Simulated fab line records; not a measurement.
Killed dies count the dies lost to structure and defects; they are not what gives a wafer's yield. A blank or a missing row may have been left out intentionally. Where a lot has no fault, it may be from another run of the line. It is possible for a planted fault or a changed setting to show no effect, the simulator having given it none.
Problem report, 8D (eight disciplines) form, completed by code | flow gf180mcu | the parts of the form that need people (team, actions taken, sign-off) are left out

== 1. THE PROBLEM ==
beam energy keV at GF_HV_LDD_IMPLANT_34 reads a mean of 64.197 on 9 wafers of 3 lots; wafers without a fault read 59.995 with a standard deviation of 0.02. That is +99 or more standard deviations from the usual mean.
Earliest sighting: wafer L832.1 on implanter-04 at day 14 03:42. The record has a number at this step for 42 wafers belonging to 14 lots. The rule behind "out" and "out of limits": a value lying over 4 standard deviations away from the usual mean. Any other wafer with a number is counted as sound.

== 2. WHAT THIS IS AND IS NOT ==
question                    | is                     | is not
which readings at this step | beam energy keV        | tilt deg
which lots                  | L832, L833, L834       | L825, L826, L827, L828, L837, L838, L839, L841, L843, L847, L848
which wafers of those lots  | all that have a number | -
read on which tools         | implanter-04           | implanter-03
when                        | from day 14 03:42      | up to then (12 sound wafers); but 21 sound wafers of L837, L838, L839, L841, L843, L847, L848 came after

== 3. SUSPECTS, AND WHAT RULES EACH OUT ==
Counting: a tool stays on the suspect list if, at a process step up to the reading, it processed all lots that are out and no sound lot following the first of them.
- implanter-04 at GF_HV_LDD_IMPLANT_34: ruled out as a lasting fault. After its first lot that is out, L832 (day 14 03:42), sound lots L847, L848 ran on it.
Left after counting: nothing in the record.

== 4. THE CAUSE (what the simulator had put in) ==
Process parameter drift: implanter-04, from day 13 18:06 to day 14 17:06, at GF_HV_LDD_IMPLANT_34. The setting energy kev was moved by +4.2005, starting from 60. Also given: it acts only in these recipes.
Counting ruled it out, wrongly.

== 5. SEQUENCE OF EFFECTS, ordered by route ==
One row per reading whose mean, taken over the struck wafers that have a number, lies over 3 standard deviations from the usual. Readings are gone through only where the record gives a usual standard deviation; hours: the median, over the lots, of the time from a lot's start at the first step in this table giving one to that lot's start at this step; sigmas: the change measured in usual standard deviations.
hours | step                 | reading         | usual  | on struck wafers | change | sigmas
0     | GF_HV_LDD_IMPLANT_34 | beam energy keV | 59.995 | 64.197           | +4.202 | +99 or more
It contains these process steps:
- GF_HV_LDD_IMPLANT_34

== 6. HOW IT WOULD HAVE BEEN CAUGHT EARLIER ==
10 hours passed between the start of the fault at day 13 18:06 and the first reading out of limits in this record, taken at day 14 03:42.
